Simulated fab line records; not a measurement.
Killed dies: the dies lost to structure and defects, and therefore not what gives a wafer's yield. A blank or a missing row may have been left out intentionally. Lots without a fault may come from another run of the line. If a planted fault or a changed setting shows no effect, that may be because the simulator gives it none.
Split-lot trial :: flow sfqLine :: on a route of 325 steps: 5 lots, 23 wafers read

== ABOUT THE SPLIT ==
At SFQ_TRILAYER_R5_DEP_SPUTTER_134 (material Ti, target thk 5 nm, time 5 s), the setting powerW was moved away from the recipe's 2000 W on 7 of the 23 wafers read, by -8.9% to -8.6%. All remaining wafers had this setting at the recipe value.

Reading taken at the split's own step.

== THE READING ==
Ti_of_TRILAYER_R5_DEP_SPUTTER_134.thkNm (the simulator's own value, which no gauge read), in nm, at SFQ_TRILAYER_R5_DEP_SPUTTER_134 (material Ti, target thk 5 nm, time 5 s). The file gives no usual value for it. Across the 16 wafers here that went through the recipe, the average is 4.847 nm and the standard deviation 0.18 nm.

wafer: L074.1
tool, chamber at the split: pvdSputter-06, -
powerW as run, W: 1829
against the recipe: -8.6%
Ti_of_TRILAYER_R5_DEP_SPUTTER_134.thkNm, nm: 4.603
against lot-mates on the recipe: -0.357

wafer: L074.2
tool, chamber at the split: pvdSputter-06, -
powerW as run, W: 2000
against the recipe: recipe
Ti_of_TRILAYER_R5_DEP_SPUTTER_134.thkNm, nm: 5.08
against lot-mates on the recipe: -

wafer: L074.3
tool, chamber at the split: pvdSputter-06, -
powerW as run, W: 2000
against the recipe: recipe
Ti_of_TRILAYER_R5_DEP_SPUTTER_134.thkNm, nm: 4.812
against lot-mates on the recipe: -

wafer: L074.5
tool, chamber at the split: pvdSputter-06, -
powerW as run, W: 1829
against the recipe: -8.6%
Ti_of_TRILAYER_R5_DEP_SPUTTER_134.thkNm, nm: 4.414
against lot-mates on the recipe: -0.546

wafer: L074.6
tool, chamber at the split: pvdSputter-06, -
powerW as run, W: 2000
against the recipe: recipe
Ti_of_TRILAYER_R5_DEP_SPUTTER_134.thkNm, nm: 4.988
against lot-mates on the recipe: -

wafer: L078.1
tool, chamber at the split: pvdSputter-04, -
powerW as run, W: 2000
against the recipe: recipe
Ti_of_TRILAYER_R5_DEP_SPUTTER_134.thkNm, nm: 5.036
against lot-mates on the recipe: -

wafer: L078.3
tool, chamber at the split: pvdSputter-04, -
powerW as run, W: 2000
against the recipe: recipe
Ti_of_TRILAYER_R5_DEP_SPUTTER_134.thkNm, nm: 4.908
against lot-mates on the recipe: -

wafer: L078.4
tool, chamber at the split: pvdSputter-04, -
powerW as run, W: 1828
against the recipe: -8.6%
Ti_of_TRILAYER_R5_DEP_SPUTTER_134.thkNm, nm: 4.537
against lot-mates on the recipe: -0.435

wafer: L078.5
tool, chamber at the split: pvdSputter-04, -
powerW as run, W: 1828
against the recipe: -8.6%
Ti_of_TRILAYER_R5_DEP_SPUTTER_134.thkNm, nm: 4.408
against lot-mates on the recipe: -0.564

wafer: L078.6
tool, chamber at the split: pvdSputter-04, -
powerW as run, W: 1828
against the recipe: -8.6%
Ti_of_TRILAYER_R5_DEP_SPUTTER_134.thkNm, nm: 4.454
against lot-mates on the recipe: -0.518

wafer: L079.1
tool, chamber at the split: pvdSputter-04, -
powerW as run, W: 2000
against the recipe: recipe
Ti_of_TRILAYER_R5_DEP_SPUTTER_134.thkNm, nm: 4.911
against lot-mates on the recipe: -

wafer: L079.2
tool, chamber at the split: pvdSputter-04, -
powerW as run, W: 2000
against the recipe: recipe
Ti_of_TRILAYER_R5_DEP_SPUTTER_134.thkNm, nm: 5.082
against lot-mates on the recipe: -

wafer: L079.4
tool, chamber at the split: pvdSputter-04, -
powerW as run, W: 2000
against the recipe: recipe
Ti_of_TRILAYER_R5_DEP_SPUTTER_134.thkNm, nm: 4.866
against lot-mates on the recipe: -

wafer: L082.1
tool, chamber at the split: pvdSputter-04, -
powerW as run, W: 2000
against the recipe: recipe
Ti_of_TRILAYER_R5_DEP_SPUTTER_134.thkNm, nm: 4.757
against lot-mates on the recipe: -

wafer: L082.2
tool, chamber at the split: pvdSputter-04, -
powerW as run, W: 1823
against the recipe: -8.9%
Ti_of_TRILAYER_R5_DEP_SPUTTER_134.thkNm, nm: 4.427
against lot-mates on the recipe: -0.490

wafer: L082.3
tool, chamber at the split: pvdSputter-04, -
powerW as run, W: 2000
against the recipe: recipe
Ti_of_TRILAYER_R5_DEP_SPUTTER_134.thkNm, nm: 5.106
against lot-mates on the recipe: -

wafer: L082.5
tool, chamber at the split: pvdSputter-04, -
powerW as run, W: 2000
against the recipe: recipe
Ti_of_TRILAYER_R5_DEP_SPUTTER_134.thkNm, nm: 4.887
against lot-mates on the recipe: -

wafer: L082.6
tool, chamber at the split: pvdSputter-04, -
powerW as run, W: 1823
against the recipe: -8.9%
Ti_of_TRILAYER_R5_DEP_SPUTTER_134.thkNm, nm: 4.373
against lot-mates on the recipe: -0.544

wafer: L083.1
tool, chamber at the split: pvdSputter-04, -
powerW as run, W: 2000
against the recipe: recipe
Ti_of_TRILAYER_R5_DEP_SPUTTER_134.thkNm, nm: 4.724
against lot-mates on the recipe: -

wafer: L083.2
tool, chamber at the split: pvdSputter-04, -
powerW as run, W: 2000
against the recipe: recipe
Ti_of_TRILAYER_R5_DEP_SPUTTER_134.thkNm, nm: 4.632
against lot-mates on the recipe: -

wafer: L083.4
tool, chamber at the split: pvdSputter-04, -
powerW as run, W: 2000
against the recipe: recipe
Ti_of_TRILAYER_R5_DEP_SPUTTER_134.thkNm, nm: 4.558
against lot-mates on the recipe: -

wafer: L083.5
tool, chamber at the split: pvdSputter-04, -
powerW as run, W: 2000
against the recipe: recipe
Ti_of_TRILAYER_R5_DEP_SPUTTER_134.thkNm, nm: 4.598
against lot-mates on the recipe: -

wafer: L083.6
tool, chamber at the split: pvdSputter-04, -
powerW as run, W: 2000
against the recipe: recipe
Ti_of_TRILAYER_R5_DEP_SPUTTER_134.thkNm, nm: 4.607
against lot-mates on the recipe: -

THE FIT
A straight line over all 23 wafers: Ti_of_TRILAYER_R5_DEP_SPUTTER_134.thkNm changes by +0.0449 nm for each +1% of powerW; r = +0.76; the points scatter about the line by 0.16 nm.
The same after taking each lot's own level away (the mean of its wafers on the recipe; 23 wafers): +0.057 nm for each +1%; r = +0.93; scatter 0.093 nm.
On that fit, the largest move of powerW shifts the reading by 0.5 nm.
Measured against the standard deviation above, the lots' own levels, which go from 4.6238 to 4.9720 nm, span 1.9 times it.
So the lot-to-lot level blurs the effect unless lot-mates are compared.
Check: -0.507 nm against its lot-mates is what the line predicts for one of the wafers moved furthest among these (-8.9%) when that wafer is left out of the fit. It came out at -0.49 nm against them.

== THESE WAFERS: OTHER SPLITS ==
Before the reading, these wafers also passed through other splits. Each is held against what the fit with the lots' levels taken away leaves over:
other split on the same wafers: SFQ_TRILAYER_M4_DEP_SPUTTER_091 powerW
wafers away from the commonest value: 7
r with Ti_of_TRILAYER_R5_DEP_SPUTTER_134.thkNm (lot level and that fit taken away): -0.08

other split on the same wafers: SFQ_TRILAYER_M4_LITHO_COAT_093 spinRpm
wafers away from the commonest value: 11
r with Ti_of_TRILAYER_R5_DEP_SPUTTER_134.thkNm (lot level and that fit taken away): +0.16

other split on the same wafers: SFQ_TRILAYER_M4_BARC_OPEN_METAL_ETCH_123 pressureMtorr
wafers away from the commonest value: 10
r with Ti_of_TRILAYER_R5_DEP_SPUTTER_134.thkNm (lot level and that fit taken away): -0.01

other split on the same wafers: SFQ_TRILAYER_I4_VIA_LITHO_COAT_108 resistThkNm
wafers away from the commonest value: 4
r with Ti_of_TRILAYER_R5_DEP_SPUTTER_134.thkNm (lot level and that fit taken away): -0.04

other split on the same wafers: SFQ_TRILAYER_I4_VIA_BARC_OPEN_VIA_ETCH_146 timeS
wafers away from the commonest value: 11
r with Ti_of_TRILAYER_R5_DEP_SPUTTER_134.thkNm (lot level and that fit taken away): +0.31

other split on the same wafers: SFQ_TRILAYER_JJ_TRILAYER_DEP_SPUTTER_110 timeS
wafers away from the commonest value: 6
r with Ti_of_TRILAYER_R5_DEP_SPUTTER_134.thkNm (lot level and that fit taken away): -0.05

other split on the same wafers: SFQ_TRILAYER_JJ_CE_LITHO_COAT_114 resistThkNm
wafers away from the commonest value: 7
r with Ti_of_TRILAYER_R5_DEP_SPUTTER_134.thkNm (lot level and that fit taken away): -0.31

other split on the same wafers: SFQ_TRILAYER_JJ_CE_LITHO_PEB_117 pebTempC
wafers away from the commonest value: 9
r with Ti_of_TRILAYER_R5_DEP_SPUTTER_134.thkNm (lot level and that fit taken away): -0.02

other split on the same wafers: SFQ_TRILAYER_M5_LITHO_EXPOSE_124 doseMj
wafers away from the commonest value: 7
r with Ti_of_TRILAYER_R5_DEP_SPUTTER_134.thkNm (lot level and that fit taken away): -0.23

== THE FILE'S OWN FIT ==
Ti_of_TRILAYER_R5_DEP_SPUTTER_134.thkNm changes by +0.0567 nm for each +1% of powerW, r = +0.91.
